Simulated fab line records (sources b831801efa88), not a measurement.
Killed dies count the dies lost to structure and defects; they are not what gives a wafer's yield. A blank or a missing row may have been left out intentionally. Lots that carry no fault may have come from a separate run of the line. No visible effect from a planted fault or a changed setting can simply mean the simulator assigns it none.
fab line records	flow gf180mcu
record lots=24	wafers=72	last_day=34
route steps=602 shown MIM@503 V5@554 TOP_METAL@573 PASSIVATION@587
lots that met no fault: taken from a fault-free run of the same line
start_h: hours from the record's opening day to when the first of the lot's shown wafers began	wait_h: how many hours have passed since the lot's step before this one	" as in the row above	L1.1+2: a row that stands for several wafers	- no value, or no start given	* or withheld: withheld	< > ~ a bound
route shown NAME@n: NAME is a module with steps in the file, n the number in the route of the first one	usual: the fault-free wafers' mean and standard deviation	same: alike in all rows	chamber/n: place in a boat	sites: per-site readings	_std_site: the values' standard deviation	_edge_site: mean of outer sites minus mean of inner sites	radius_mm: how far each site lies from the wafer's centre	mask NAME#n: copy n	behind: the tool/chamber that last shaped the wafer	hold: reason for holding the lot/hours on hold/outcome of the hold	device: which transistor (n, p or np) failed to switch	end of line: tests run on the same wafers once the route is complete	a step with no rows: only its recipe	killed: at the first sort, the dies lost to defects and structure; wafer yield is something else	map: per-die view of a wafer (x killed, . not killed, _ where there is no die)
set.NAME: the setting the step ran with; set.NAME@STEP: the setting that earlier step ran with	model.NAME: the simulator's own value behind a step, which no gauge read
route steps across a sampled set of lots; one table per step, one row per wafer
services: from which hour (start_h, from the record's first day; less than 0 if before it) a tool's chamber was out of use, for how many hours, and why
## steps
# step GF_MIM_SPUTTER_00
# recipe material=Ti	target_thk_nm=37.5	arriving_ion_energy_ev=80	substrate_temp_c=200	chamber_pressure_pa=2	power_w=4000	time_s=150
# usual throttle_valve_pct=30.2/0.58
lot.wafer	tool	chamber	start_h	wait_h	throttle_valve_pct
L074.2	pvd_sputter-03	-	552.50	0.1	31.1
L074.3	"	-	"	"	30.6
L074.4	"	-	"	"	30.0
L075.2	pvd_sputter-03	-	563.39	0.2	30.1
L075.3	"	-	"	"	31.3
L075.5	"	-	"	"	30.9
L076.2	pvd_sputter-03	-	597.51	0.2	29.9
L076.5	"	-	"	"	30.2
L076.6	"	-	"	"	31.3
L077.1	pvd_sputter-04	-	601.31	0.2	30.3
L077.4	"	-	"	"	29.9
L077.6	"	-	"	"	30.2
L079.1	pvd_sputter-04	-	602.10	0.2	29.3
L079.4	"	-	"	"	30.2
L079.6	"	-	"	"	30.3
L078.1	pvd_sputter-01	-	603.94	0.2	29.6
L078.4	"	-	"	"	29.9
L078.6	"	-	"	"	29.4
L080.1	pvd_sputter-04	-	610.34	0.2	29.6
L080.4	"	-	"	"	30.2
L080.6	"	-	"	"	29.4
L081.3	pvd_sputter-04	-	622.86	0.2	30.3
L081.4	"	-	"	"	30.2
L081.5	"	-	"	"	30.4
L082.1	pvd_sputter-03	-	627.41	0.2	31.0
L082.2	"	-	"	"	30.4
L082.3	"	-	"	"	30.6
L083.1	pvd_sputter-04	-	640.42	0.1	29.7
L083.2	"	-	"	"	29.4
L083.3	"	-	"	"	30.3
L084.1	pvd_sputter-04	-	649.16	0.2	29.4
L084.5	"	-	"	"	29.5
L084.6	"	-	"	"	29.9
L085.1	pvd_sputter-01	-	655.06	0.1	29.9
L085.3	"	-	"	"	29.7
L085.4	"	-	"	"	29.9
L086.2	pvd_sputter-04	-	655.74	0.2	30.4
L086.4	"	-	"	"	29.8
L086.5	"	-	"	"	29.4
L087.2	pvd_sputter-04	-	664.35	0.2	29.1
L087.3	"	-	"	"	30.0
L087.6	"	-	"	"	30.6
L088.1	pvd_sputter-04	-	676.11	0.2	29.5
L088.2	"	-	"	"	30.4
L088.5	"	-	"	"	29.5
L089.2	pvd_sputter-03	-	680.10	0.2	31.1
L089.3	"	-	"	"	30.4
L089.5	"	-	"	"	31.4
L090.1	pvd_sputter-03	-	688.82	0.2	30.1
L090.2	"	-	"	"	31.1
L090.3	"	-	"	"	30.9
L091.2	pvd_sputter-04	-	691.18	0.1	29.6
L091.3	"	-	"	"	30.3
L091.4	"	-	"	"	29.9
L092.1	pvd_sputter-03	-	699.45	0.2	30.8
L092.2	"	-	"	"	31.1
L092.4	"	-	"	"	30.1
L093.4	pvd_sputter-01	-	706.16	0.1	30.2
L093.5	"	-	"	"	29.7
L093.6	"	-	"	"	30.0
L094.2	pvd_sputter-04	-	712.39	0.1	29.7
L094.4	"	-	"	"	30.5
L094.6	"	-	"	"	29.8
L095.1	pvd_sputter-03	-	716.59	0.1	30.0
L095.3	"	-	"	"	31.0
L095.6	"	-	"	"	31.1
L096.1	pvd_sputter-04	-	723.27	0.1	29.4
L096.2	"	-	"	"	29.6
L096.5	"	-	"	"	29.8
L097.1	pvd_sputter-04	-	731.04	0.1	29.3
L097.2	"	-	"	"	29.9
L097.6	"	-	"	"	29.6
# step GF_V5_CD_MEAS_14
# recipe target_cd_nm=260
# usual cd_nm=259.9/1.1
lot.wafer	tool	chamber	start_h	wait_h	cd_nm
L074.2	cd_sem-02	-	618.32	0.1	259.0
L074.3	"	-	"	"	258.9
L074.4	"	-	"	"	258.2
L075.2	cd_sem-01	-	627.25	0.1	261.1
L075.3	"	-	"	"	259.6
L075.5	"	-	"	"	261.7
L076.2	cd_sem-01	-	658.96	0.1	260.6
L076.5	"	-	"	"	259.4
L076.6	"	-	"	"	259.9
L077.1	cd_sem-02	-	663.58	0.1	259.8
L077.4	"	-	"	"	260.8
L077.6	"	-	"	"	261.8
L079.1	cd_sem-01	-	664.30	0.1	259.3
L079.4	"	-	"	"	257.7
L079.6	"	-	"	"	258.1
L078.1	cd_sem-01	-	666.00	0.2	260.0
L078.4	"	-	"	"	259.7
L078.6	"	-	"	"	258.5
L080.1	cd_sem-01	-	670.95	0.1	260.7
L080.4	"	-	"	"	259.2
L080.6	"	-	"	"	259.7
L081.3	cd_sem-01	-	683.38	0.1	260.3
L081.4	"	-	"	"	259.3
L081.5	"	-	"	"	260.4
L082.1	cd_sem-01	-	687.65	0.1	260.4
L082.2	"	-	"	"	258.9
L082.3	"	-	"	"	259.0
L083.1	cd_sem-02	-	700.33	0.1	261.2
L083.2	"	-	"	"	260.5
L083.3	"	-	"	"	260.2
L084.1	cd_sem-02	-	709.57	0.1	261.1
L084.5	"	-	"	"	261.7
L084.6	"	-	"	"	261.0
L085.1	cd_sem-01	-	712.90	0.1	258.9
L085.3	"	-	"	"	259.0
L085.4	"	-	"	"	258.8
L086.2	cd_sem-01	-	713.57	0.1	259.5
L086.4	"	-	"	"	259.5
L086.5	"	-	"	"	258.2
L087.2	cd_sem-01	-	722.06	0.1	260.4
L087.3	"	-	"	"	260.3
L087.6	"	-	"	"	261.1
L088.1	cd_sem-02	-	733.00	0.1	261.1
L088.2	"	-	"	"	262.4
L088.5	"	-	"	"	261.7
L089.2	cd_sem-02	-	736.87	0.1	260.0
L089.3	"	-	"	"	260.4
L089.5	"	-	"	"	258.8
L090.1	cd_sem-01	-	743.99	0.1	259.9
L090.2	"	-	"	"	260.0
L090.3	"	-	"	"	259.5
L091.2	cd_sem-02	-	747.64	0.1	260.7
L091.3	"	-	"	"	261.2
L091.4	"	-	"	"	259.6
L092.1	cd_sem-02	-	754.90	0.1	259.3
L092.2	"	-	"	"	258.7
L092.4	"	-	"	"	259.9
L093.4	cd_sem-01	-	760.46	0.1	260.1
L093.5	"	-	"	"	260.1
L093.6	"	-	"	"	260.7
L094.2	cd_sem-02	-	766.72	0.1	258.1
L094.4	"	-	"	"	257.6
L094.6	"	-	"	"	257.3
L095.1	cd_sem-02	-	768.95	0.1	260.3
L095.3	"	-	"	"	260.4
L095.6	"	-	"	"	261.4
L096.1	cd_sem-01	-	775.48	0.1	258.1
L096.2	"	-	"	"	258.5
L096.5	"	-	"	"	259.2
L097.1	cd_sem-02	-	782.18	0.1	259.8
L097.2	"	-	"	"	261.1
L097.6	"	-	"	"	259.9
# step GF_V5_OVL_MEAS_15
# usual V5_OVL=1/5.3
lot.wafer	tool	chamber	start_h	wait_h	V5_OVL[nm]
L074.2	overlay-02	-	618.43	0.1	2
L074.3	"	-	"	"	6
L074.4	"	-	"	"	-6
L075.2	overlay-01	-	627.35	0.1	4
L075.3	"	-	"	"	9
L075.5	"	-	"	"	5
L076.2	overlay-02	-	659.06	0.1	-2
L076.5	"	-	"	"	-3
L076.6	"	-	"	"	-4
L077.1	overlay-01	-	663.70	0.1	1
L077.4	"	-	"	"	-1
L077.6	"	-	"	"	6
L079.1	overlay-02	-	664.42	0.1	6
L079.4	"	-	"	"	-2
L079.6	"	-	"	"	2
L078.1	overlay-01	-	666.12	0.1	4
L078.4	"	-	"	"	-7
L078.6	"	-	"	"	0
L080.1	overlay-02	-	671.07	0.1	5
L080.4	"	-	"	"	-8
L080.6	"	-	"	"	-1
L081.3	overlay-01	-	683.47	0.1	-4
L081.4	"	-	"	"	2
L081.5	"	-	"	"	0
L082.1	overlay-01	-	687.77	0.1	-7
L082.2	"	-	"	"	-3
L082.3	"	-	"	"	-6
L083.1	overlay-02	-	700.45	0.1	5
L083.2	"	-	"	"	6
L083.3	"	-	"	"	-1
L084.1	overlay-02	-	709.69	0.1	13
L084.5	"	-	"	"	13
L084.6	"	-	"	"	5
L085.1	overlay-02	-	713.02	0.1	0
L085.3	"	-	"	"	-1
L085.4	"	-	"	"	1
L086.2	overlay-02	-	713.68	0.1	0
L086.4	"	-	"	"	-8
L086.5	"	-	"	"	1
L087.2	overlay-02	-	722.16	0.1	4
L087.3	"	-	"	"	-7
L087.6	"	-	"	"	-1
L088.1	overlay-01	-	733.12	0.1	-1
L088.2	"	-	"	"	-2
L088.5	"	-	"	"	-3
L089.2	overlay-01	-	736.98	0.1	-2
L089.3	"	-	"	"	-7
L089.5	"	-	"	"	-6
L090.1	overlay-02	-	744.11	0.1	4
L090.2	"	-	"	"	-5
L090.3	"	-	"	"	-2
L091.2	overlay-02	-	747.75	0.1	6
L091.3	"	-	"	"	-4
L091.4	"	-	"	"	-1
L092.1	overlay-01	-	755.02	0.1	1
L092.2	"	-	"	"	5
L092.4	"	-	"	"	5
L093.4	overlay-01	-	760.54	0.1	-4
L093.5	"	-	"	"	4
L093.6	"	-	"	"	1
L094.2	overlay-02	-	766.83	0.1	3
L094.4	"	-	"	"	1
L094.6	"	-	"	"	0
L095.1	overlay-02	-	769.07	0.1	4
L095.3	"	-	"	"	8
L095.6	"	-	"	"	0
L096.1	overlay-01	-	775.60	0.1	8
L096.2	"	-	"	"	4
L096.5	"	-	"	"	-2
L097.1	overlay-02	-	782.30	0.1	-8
L097.2	"	-	"	"	-3
L097.6	"	-	"	"	1
# step GF_TOP_METAL_THK_MEAS_06
# recipe thk_meas_gauge=xrf	reads=AlCu_of_TOP_METAL_SPUTTER_02
# usual TOP_METAL_ALCU_THK=881/12
lot.wafer	tool	chamber	start_h	wait_h	TOP_METAL_ALCU_THK[nm]
L074.2	film_metro-02	-	620.19	0.1	895
L074.3	"	-	"	"	891
L074.4	"	-	"	"	892
L075.2	film_metro-03	-	629.11	0.1	873
L075.3	"	-	"	"	888
L075.5	"	-	"	"	876
L076.2	film_metro-02	-	660.83	0.1	858
L076.5	"	-	"	"	858
L076.6	"	-	"	"	856
L077.1	film_metro-01	-	665.46	0.1	881
L077.4	"	-	"	"	884
L077.6	"	-	"	"	875
L079.1	film_metro-01	-	666.24	0.1	877
L079.4	"	-	"	"	887
L079.6	"	-	"	"	891
L078.1	film_metro-02	-	667.90	0.1	867
L078.4	"	-	"	"	869
L078.6	"	-	"	"	876
L080.1	film_metro-02	-	672.84	0.1	869
L080.4	"	-	"	"	882
L080.6	"	-	"	"	876
L081.3	film_metro-02	-	685.27	0.1	893
L081.4	"	-	"	"	891
L081.5	"	-	"	"	890
L082.1	film_metro-03	-	689.59	0.1	881
L082.2	"	-	"	"	875
L082.3	"	-	"	"	883
L083.1	film_metro-03	-	702.23	0.1	879
L083.2	"	-	"	"	890
L083.3	"	-	"	"	880
L084.1	film_metro-02	-	711.49	0.1	861
L084.5	"	-	"	"	866
L084.6	"	-	"	"	864
L085.1	film_metro-03	-	714.81	0.1	891
L085.3	"	-	"	"	872
L085.4	"	-	"	"	889
L086.2	film_metro-03	-	715.48	0.1	882
L086.4	"	-	"	"	893
L086.5	"	-	"	"	888
L087.2	film_metro-02	-	723.93	0.1	870
L087.3	"	-	"	"	861
L087.6	"	-	"	"	872
L088.1	film_metro-02	-	734.91	0.1	907
L088.2	"	-	"	"	885
L088.5	"	-	"	"	890
L089.2	film_metro-01	-	738.75	0.1	872
L089.3	"	-	"	"	877
L089.5	"	-	"	"	875
L090.1	film_metro-01	-	746.09	0.1	875
L090.2	"	-	"	"	877
L090.3	"	-	"	"	887
L091.2	film_metro-02	-	749.57	0.1	881
L091.3	"	-	"	"	882
L091.4	"	-	"	"	878
L092.1	film_metro-01	-	756.78	0.1	877
L092.2	"	-	"	"	903
L092.4	"	-	"	"	891
L093.4	film_metro-01	-	762.56	0.1	856
L093.5	"	-	"	"	890
L093.6	"	-	"	"	864
L094.2	film_metro-01	-	768.63	0.1	879
L094.4	"	-	"	"	870
L094.6	"	-	"	"	878
L095.1	film_metro-03	-	770.90	0.1	891
L095.3	"	-	"	"	887
L095.6	"	-	"	"	885
L096.1	film_metro-03	-	777.39	0.1	885
L096.2	"	-	"	"	884
L096.5	"	-	"	"	886
L097.1	film_metro-02	-	784.10	0.1	890
L097.2	"	-	"	"	879
L097.6	"	-	"	"	881
# step GF_PASSIVATION_CVD_00
# recipe material=SiO2	target_thk_nm=1000	precursor=TEOS	temp_c=400	time_s=111.95	rf_w=600
# usual heater_power_w=650/100	rf_fwd_power_W=597.1/1.8
lot.wafer	tool	chamber	start_h	wait_h	heater_power_w	rf_fwd_power_W
L074.2	pecvd-03	2	640.76	0.0	694	594.8
L074.3	"	1	"	"	766	597.1
L074.4	"	2	"	"	567	594.9
L075.2	pecvd-01	1	649.62	0.0	623	593.9
L075.3	"	0	"	"	491	597.7
L075.5	"	0	"	"	533	594.9
L076.2	pecvd-04	2	680.56	0.0	726	595.7
L076.5	"	2	"	"	589	599.1
L076.6	"	1	"	"	583	596.9
L077.1	pecvd-04	0	684.71	0.0	819	596.7
L077.4	"	2	"	"	741	598.1
L077.6	"	0	"	"	839	596.1
L079.1	pecvd-01	1	685.60	0.0	659	598.0
L079.4	"	2	"	"	534	595.9
L079.6	"	1	"	"	527	599.3
L078.1	pecvd-01	1	687.60	0.0	622	595.9
L078.4	"	0	"	"	563	599.1
L078.6	"	2	"	"	533	596.2
L080.1	pecvd-04	0	692.52	0.0	732	596.7
L080.4	"	2	"	"	737	597.4
L080.6	"	0	"	"	798	598.2
L081.3	pecvd-01	2	704.87	0.0	667	597.5
L081.4	"	1	"	"	530	592.5
L081.5	"	0	"	"	546	599.2
L082.1	pecvd-04	0	709.83	0.0	832	596.5
L082.2	"	1	"	"	484	600.5
L082.3	"	2	"	"	720	597.6
L083.1	pecvd-03	0	720.78	0.0	785	597.2
L083.2	"	2	"	"	683	598.6
L083.3	"	1	"	"	745	598.3
L084.1	pecvd-03	2	730.20	0.0	754	598.0
L084.5	"	0	"	"	757	599.4
L084.6	"	2	"	"	582	595.7
L085.1	pecvd-03	2	732.94	0.0	711	597.0
L085.3	"	0	"	"	810	595.4
L085.4	"	1	"	"	786	600.1
L086.2	pecvd-04	2	733.66	0.0	718	598.2
L086.4	"	0	"	"	798	598.4
L086.5	"	2	"	"	586	596.7
L087.2	pecvd-01	0	741.97	0.0	536	600.5
L087.3	"	1	"	"	625	596.6
L087.6	"	2	"	"	522	597.8
L088.1	pecvd-01	0	752.89	0.0	541	597.4
L088.2	"	1	"	"	656	597.2
L088.5	"	2	"	"	626	594.6
L089.2	pecvd-04	0	756.95	0.0	781	596.0
L089.3	"	2	"	"	719	598.2
L089.5	"	0	"	"	834	596.3
L090.1	pecvd-01	1	762.53	0.0	623	596.0
L090.2	"	0	"	"	582	598.9
L090.3	"	2	"	"	646	592.9
L091.2	pecvd-01	2	766.83	0.0	576	595.2
L091.3	"	0	"	"	561	597.4
L091.4	"	0	"	"	567	596.5
L092.1	pecvd-03	0	773.69	0.0	718	600.0
L092.2	"	1	"	"	730	597.4
L092.4	"	0	"	"	776	598.3
L093.4	pecvd-03	2	779.11	0.0	730	594.4
L093.5	"	0	"	"	659	596.6
L093.6	"	1	"	"	633	599.4
L094.2	pecvd-04	1	785.25	0.0	495	598.3
L094.4	"	2	"	"	693	598.5
L094.6	"	1	"	"	548	596.7
L095.1	pecvd-04	0	787.41	0.0	740	595.5
L095.3	"	1	"	"	545	598.9
L095.6	"	0	"	"	816	593.9
L096.1	pecvd-01	2	792.75	0.0	650	596.8
L096.2	"	1	"	"	597	595.7
L096.5	"	0	"	"	456	600.1
L097.1	pecvd-04	1	799.94	0.0	564	598.1
L097.2	"	2	"	"	638	597.7
L097.6	"	0	"	"	835	597.7
# step GF_PASSIVATION_STRIP_12
# recipe chemistry=O2/N2	power_w=1400	pressure_mtorr=1500	platen_temp_c=250	o2_flow_sccm=3000	n2_flow_sccm=300	overash_fraction=0.5
# usual drypump_motor_current_A=5.7/0.58	heater_power_w=337/40	oes_product_au=0.719/0.0046	strip_time_to_endpoint_s=34.99/0.25
lot.wafer	tool	chamber	start_h	wait_h	drypump_motor_current_A	heater_power_w	oes_product_au	rf_hours_counter_h	strip_time_to_endpoint_s
L074.2	plasma_asher-01	0	660.89	0.1	4.9	312	0.717	84	34.91
L074.3	"	0	"	"	4.9	309	0.717	-	35.35
L074.4	"	1	"	"	6.2	337	0.715	-	34.73
L075.2	plasma_asher-02	0	669.19	0.1	5.3	401	0.728	62	35.00
L075.3	"	1	"	"	5.7	294	0.723	-	34.99
L075.5	"	1	"	"	5.6	291	0.718	-	35.25
L076.2	plasma_asher-04	0	699.64	0.1	6.6	383	0.725	110	34.62
L076.5	"	0	"	"	6.6	385	0.718	-	34.47
L076.6	"	1	"	"	5.5	295	0.716	-	35.10
L077.1	plasma_asher-01	1	704.54	0.1	6.2	329	0.722	88	35.25
L077.4	"	0	"	"	4.9	310	0.725	-	34.53
L077.6	"	0	"	"	4.9	317	0.720	-	34.64
L079.1	plasma_asher-02	1	705.54	0.1	5.6	298	0.719	66	34.76
L079.4	"	1	"	"	5.6	304	0.726	-	35.25
L079.6	"	0	"	"	5.3	395	0.711	-	34.86
L078.1	plasma_asher-04	0	707.09	0.1	6.6	389	0.716	110	35.14
L078.4	"	0	"	"	6.6	387	0.717	-	34.90
L078.6	"	0	"	"	6.6	384	0.722	-	35.10
L080.1	plasma_asher-04	0	712.49	0.1	6.6	401	0.723	111	35.16
L080.4	"	1	"	"	5.5	288	0.727	-	35.31
L080.6	"	1	"	"	5.6	295	0.721	-	35.21
L081.3	plasma_asher-01	0	723.27	0.2	4.9	307	0.722	-	34.67
L081.4	"	1	"	"	6.2	327	0.727	-	35.03
L081.5	"	0	"	"	4.9	321	0.721	-	34.75
L082.1	plasma_asher-01	0	728.44	0.1	4.9	320	0.721	91	34.73
L082.2	"	1	"	"	6.2	321	0.720	91	35.09
L082.3	"	0	"	"	4.9	315	0.714	-	35.26
L083.1	plasma_asher-02	1	738.79	0.1	5.6	305	0.715	70	35.14
L083.2	"	0	"	"	5.3	399	0.712	70	35.06
L083.3	"	1	"	"	5.6	291	0.714	-	34.99
L084.1	plasma_asher-04	0	747.97	0.1	6.6	392	0.725	0	35.12
L084.5	"	0	"	"	6.6	382	0.723	-	35.01
L084.6	"	1	"	"	5.5	302	0.715	-	35.49
L085.1	plasma_asher-04	1	750.94	0.1	5.5	308	0.717	1	35.06
L085.3	"	1	"	"	5.5	293	0.720	-	34.48
L085.4	"	0	"	"	6.6	387	0.722	-	34.94
L086.2	plasma_asher-02	0	751.37	0.1	5.3	399	0.719	72	34.55
L086.4	"	1	"	"	5.6	294	0.726	-	34.99
L086.5	"	1	"	"	5.6	309	0.717	-	34.89
L087.2	plasma_asher-01	0	759.34	0.1	4.9	310	0.721	94	35.41
L087.3	"	0	"	"	4.9	302	0.718	-	35.30
L087.6	"	1	"	"	6.2	328	0.715	-	35.26
L088.1	plasma_asher-01	1	769.07	0.1	6.2	329	0.718	95	35.07
L088.2	"	0	"	"	4.9	310	0.717	95	34.69
L088.5	"	1	"	"	6.2	326	0.723	-	34.73
L089.2	plasma_asher-04	0	774.02	0.1	6.6	384	0.715	3	35.04
L089.3	"	0	"	"	6.6	385	0.718	-	34.98
L089.5	"	1	"	"	5.6	307	0.722	-	34.84
L090.1	plasma_asher-04	1	778.99	0.1	5.5	300	0.724	4	35.31
L090.2	"	0	"	"	6.6	382	0.717	4	35.11
L090.3	"	0	"	"	6.6	384	0.726	-	35.24
L091.2	plasma_asher-04	1	783.67	0.1	5.5	308	0.724	4	35.09
L091.3	"	0	"	"	6.6	392	0.721	-	35.08
L091.4	"	1	"	"	5.6	298	0.721	-	35.08
L092.1	plasma_asher-04	1	789.69	0.1	5.5	304	0.723	5	35.02
L092.2	"	0	"	"	6.6	403	0.716	5	34.68
L092.4	"	0	"	"	6.6	387	0.720	-	34.76
L093.4	plasma_asher-01	0	795.01	0.2	4.9	317	0.712	-	34.98
L093.5	"	1	"	"	6.2	330	0.725	-	34.80
L093.6	"	0	"	"	4.9	316	0.720	-	34.88
L094.2	plasma_asher-04	0	800.77	0.1	6.6	386	0.723	7	34.48
L094.4	"	1	"	"	5.5	308	0.716	-	34.92
L094.6	"	0	"	"	6.6	391	0.720	-	34.97
L095.1	plasma_asher-02	0	802.67	0.1	5.3	393	0.726	75	35.06
L095.3	"	0	"	"	5.3	390	0.714	-	35.35
L095.6	"	0	"	"	5.3	399	0.724	-	35.06
L096.1	plasma_asher-01	1	807.84	0.1	6.2	323	0.720	99	34.95
L096.2	"	0	"	"	4.9	315	0.722	99	35.40
L096.5	"	0	"	"	4.9	313	0.719	-	35.26
L097.1	plasma_asher-02	0	814.14	0.1	5.3	396	0.719	76	34.58
L097.2	"	1	"	"	5.6	300	0.720	76	34.97
L097.6	"	1	"	"	5.6	294	0.718	-	34.87
## services
tool	chamber	start_h	hours	kind
plasma_asher-04	-	547.50	13.7	repair
pecvd-03	-	551.43	4.3	pm
plasma_asher-01	-	576.58	14.6	pm
pecvd-01	-	591.12	14.0	pm
plasma_asher-01	-	592.24	28.1	pm
pvd_sputter-04	-	593.23	0.8	repair
pecvd-01	-	606.31	6.0	pm
pecvd-01	1	612.93	5.1	repair
plasma_asher-01	-	621.76	2.8	pm
pecvd-04	-	637.79	0.6	repair
plasma_asher-04	-	639.79	2.8	pm
pvd_sputter-04	-	650.40	0.8	repair
pecvd-03	2	659.82	45.5	repair
pvd_sputter-01	-	667.28	1.5	repair
pvd_sputter-01	-	682.94	19.3	repair
pvd_sputter-04	-	697.68	1.8	repair
pvd_sputter-01	-	700.36	5.5	repair
plasma_asher-04	-	733.75	9.0	pm
pvd_sputter-03	-	769.91	5.2	repair
pvd_sputter-04	-	774.43	3.2	repair
plasma_asher-02	-	777.51	21.1	repair
plasma_asher-02	-	798.65	2.8	pm
pecvd-03	-	799.38	14.0	pm
pecvd-01	-	802.24	1.3	repair
## key
fault none
